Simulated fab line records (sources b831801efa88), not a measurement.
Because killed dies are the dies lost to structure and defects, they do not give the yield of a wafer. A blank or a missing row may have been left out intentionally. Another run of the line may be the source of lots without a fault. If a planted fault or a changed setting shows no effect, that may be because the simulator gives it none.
A struck lot beside a sound one || flow sky130 || 44 steps out of a route of 708
Sound: the wafers L621.1, L621.2, L621.4. Struck: wafer L641.3 (left out: L641.2, L641.6 of the same lot, which were not struck); the cause appears at the end.
Order at every step that has rows: each side's tool, ch and its chambers, its first start. Under that, the readings that differ: sound wafers || struck wafers || difference of the means || sigmas: that difference in standard deviations of wafers without a fault.
alike: words and numbers the same on both sides, and readings whose means are apart by under 2 such deviations; not compared: readings that were withheld, readings missing a value for some wafer, numbers with overlapping values and no deviation given by the record, and bounds like >300 which may hide the same value.
Wherever a step has rows on one side only, a row that says differs or no value, or a row with sigmas, the two part there. Non-overlapping numbers with no deviation appear without sigmas and do not part them. A reading missing from all wafers of one side parts the sides only when that side holds two or more wafers.

SKY_LI_CONTACT_OVL_MEAS_13:
  sound on overlay-01, day 30 13:44; struck on overlay-01, day 37 03:17
  alike: LI_CONTACT_OVL
then, 5 steps without rows for these wafers: SKY_LI_CONTACT_ETCH_14 (etches BARC in N2/H2, stops on SiO2, time 45.9 s, target depth 60 nm); SKY_LI_CONTACT_ETCH_15 (etches PSG in C4F8/O2/Ar, stops on Si, target depth 600 nm); SKY_LI_CONTACT_STRIP_16 (strips in O2/N2); SKY_LI_CONTACT_CLEAN_17 (cleans in NMP, time 600 s); SKY_LI_CONTACT_PRE_CLEAN_18 (time 5.6 s).
SKY_LI_CONTACT_SPUTTER_19: material Ti, target thk 20 nm, time 106.37 s.
  sound on pvd sputter-03, day 30 14:11; struck on pvd sputter-02, day 37 03:47
  alike: throttle valve pct
SKY_LI_CONTACT_SPUTTER_20: material TiN, target thk 20 nm, time 78.32 s.
  sound on pvd sputter-03, day 30 14:16; struck on pvd sputter-02, day 37 03:51
  alike: throttle valve pct
SKY_LI_CONTACT_CVD_21: deposits W, target thk 400 nm, time 120.56 s.
  sound on cvd w-02 ch 0,1, day 30 14:20; struck on cvd w-01 ch 0, day 37 03:55
  alike: heater power w, susceptor temp C
SKY_LI_CONTACT_RS_MEAS_22: a four-point-probe measurement.
  sound on film metro-02, day 30 14:27; struck on film metro-02, day 37 04:04
  alike: LI_CONTACT_W_RS
SKY_LI_CONTACT_THK_MEAS_23: measures by xrf.
  sound on film metro-02, day 30 14:34; struck on film metro-02, day 37 04:10
  alike: LI_CONTACT_W_THK
then, 1 step without rows for these wafers: SKY_LI_CONTACT_CMP_24 (polishes, stops on PSG, t overpolish 20 s, target thk 0 nm).
SKY_LOCAL_INTERCONNECT_SPUTTER_00: material TiN, target thk 100 nm, time 83.3 s.
  sound on pvd sputter-01, day 30 15:02; struck on pvd sputter-01, day 37 04:31
{"reading": "model.TiN_of_LOCAL_INTERCONNECT_SPUTTER_00.thk nm (nm)", "sound": "98.88 101.6 99.89", "struck": 88.13, "difference": -11.99, "sigmas": ""}
  alike: susceptor temp C, throttle valve pct
SKY_LOCAL_INTERCONNECT_RS_MEAS_01: a four-point-probe measurement.
  sound on film metro-03, day 30 15:06; struck on film metro-03, day 37 04:36
{"reading": "LOCAL_INTERCONNECT_TIN_RS (ohm/sq)", "sound": "14.31 13.90 14.19", "struck": 16.16, "difference": "+2.03", "sigmas": "+12"}
SKY_LOCAL_INTERCONNECT_THK_MEAS_02: measures by xrf.
  sound on film metro-03, day 30 15:13; struck on film metro-03, day 37 04:43
{"reading": "LOCAL_INTERCONNECT_TIN_THK (nm)", "sound": "98.8 101.1 100.1", "struck": 88.6, "difference": -11.4, "sigmas": -9}
then, 8 steps without rows for these wafers: SKY_LOCAL_INTERCONNECT_DEHYDRATE_03 (time 60 s); SKY_LOCAL_INTERCONNECT_HMDS_04 (prime time 60 s); SKY_LOCAL_INTERCONNECT_COAT_05 (resist thk 60 nm); SKY_LOCAL_INTERCONNECT_COAT_06 (resist thk 450 nm); SKY_LOCAL_INTERCONNECT_SOFTBAKE_07 (time 90 s); SKY_LOCAL_INTERCONNECT_EXPOSE_08 (exposes mask LI1M, target cd 170 nm); SKY_LOCAL_INTERCONNECT_PEB_09; SKY_LOCAL_INTERCONNECT_DEVELOP_10 (develop time 60 s).
SKY_LOCAL_INTERCONNECT_CD_MEAS_11: target cd 170 nm.
  sound on cd sem-01, day 31 19:48; struck on cd sem-02, day 38 06:40
  alike: cd nm
SKY_LOCAL_INTERCONNECT_OVL_MEAS_12:
  sound on overlay-02, day 31 19:55; struck on overlay-02, day 38 06:46
  alike: LOCAL_INTERCONNECT_OVL
then, 1 step without rows for these wafers: SKY_LOCAL_INTERCONNECT_ETCH_13 (etches BARC in N2/H2, stops on SiO2, time 45.9 s, target depth 60 nm).
SKY_LOCAL_INTERCONNECT_METAL_ETCH_14: etches TiN in Cl2/BCl3, stops on PSG, target depth 110 nm, time 31.4 s.
  sound on rie metal-02 ch 0,1, day 31 20:01; struck on rie metal-04 ch 0, day 38 06:52
{"reading": "drypump motor current A (A)", "sound": "5.4 5.5 5.3", "struck": 6.4, "difference": "+1.0", "sigmas": "+2"}
{"reading": "oes product au (a.u.)", "sound": "0.936 0.952 0.939", "struck": 0.882, "difference": -0.060, "sigmas": -8}
{"reading": "throttle valve pct (%)", "sound": "21.902 21.896 21.911", "struck": 21.947, "difference": "+0.044", "sigmas": "+5"}
  not compared: rf hours counter h
then, 4 steps without rows for these wafers: SKY_LOCAL_INTERCONNECT_STRIP_15 (strips in O2/N2); SKY_LOCAL_INTERCONNECT_STRIP_16 (strips in post etch residue remover, time 1200 s); SKY_LOCAL_INTERCONNECT_CLEAN_17 (cleans in IPA, time 180 s); SKY_LOCAL_INTERCONNECT_CLEAN_18 (cleans in O3/DIW).
SKY_CONTACT_CVD_00: deposits Si3N4, target thk 75 nm.
  sound on pecvd-01 ch 0,1, day 31 20:42; struck on pecvd-03 ch 1, day 38 07:55
  alike: heater power w, susceptor temp C
SKY_CONTACT_THK_MEAS_01:
  sound on film metro-03, day 31 20:45; struck on film metro-04, day 38 07:58
  alike: CONTACT_CVD_00_THK
then, 1 step without rows for these wafers: SKY_CONTACT_HDPCVD_02 (deposits SiO2, target thk 565 nm, time 94.2 s).
SKY_CONTACT_THK_MEAS_03:
  sound on film metro-02, day 31 20:53; struck on film metro-02, day 38 08:05
  alike: CONTACT_HDPCVD_THK
SKY_CONTACT_CMP_04: polishes SiO2.
  sound on cmp-01 ch 0,2,3, day 31 21:05; struck on cmp-01 ch 0, day 38 08:14
  alike: motor current A, time to endpoint s
SKY_CONTACT_BOW_MEAS_05:
  sound on film metro-04, day 31 21:23; struck on film metro-03, day 38 08:28
  alike: CONTACT_BOW
then, 5 steps without rows for these wafers: SKY_CONTACT_DEHYDRATE_06 (time 60 s); SKY_CONTACT_HMDS_07 (prime time 60 s); SKY_CONTACT_COAT_08 (resist thk 60 nm); SKY_CONTACT_COAT_09 (resist thk 450 nm); SKY_CONTACT_SOFTBAKE_10 (time 90 s).
SKY_CONTACT_ETCH_18: etches Si3N4 in CHF3/O2, stops on TiN, time 39 s, target depth 75 nm.
  sound on rie diel-04 ch 1,2,3; struck on rie diel-04 ch 0
{"reading": "rf hours counter h (h)", "sound": "22 18 14", "struck": 11, "difference": -7, "sigmas": ""}
{"reading": "model.TiN_of_LOCAL_INTERCONNECT_SPUTTER_00.thk nm (nm)", "sound": "98.4 101.1 99.41", "struck": 87.65, "difference": -11.99, "sigmas": ""}
  alike: drypump motor current A, oes product au, throttle valve pct
-- the record jumps here: 13 days lie between the struck wafers' starts before and after (it left off in module CONTACT and takes up again in module PAD_OPEN, whose first step shown is number 708 of the route) --
SKY_PAD_OPEN_PROBE_99:
  sound on prober-02, day 47 08:52; struck on prober-02, day 51 20:07
{"reading": "killed short", "sound": "30 38 34", "struck": 49, "difference": "+15", "sigmas": "+3"}
{"reading": "model.etest.res li.line ohm um", "sound": "75.75 72.93 74.26", "struck": 85.91, "difference": "+11.60", "sigmas": ""}
{"reading": "model.etest.res li.rs ohm sq", "sound": "13.01 12.67 12.88", "struck": 14.55, "difference": "+1.70", "sigmas": ""}
  alike: killed_at_M0_to_M3, killed_at_M4_up, killed at contacts, killed at front end, killed at other, killed dies, killed open
  not compared: model.etest.mcon chain.rc ohm

== WHERE THEY PART ==
At SKY_LOCAL_INTERCONNECT_RS_MEAS_01 first; at SKY_PAD_OPEN_PROBE_99 last (within this record only).

WHY: what had been put in by the simulator
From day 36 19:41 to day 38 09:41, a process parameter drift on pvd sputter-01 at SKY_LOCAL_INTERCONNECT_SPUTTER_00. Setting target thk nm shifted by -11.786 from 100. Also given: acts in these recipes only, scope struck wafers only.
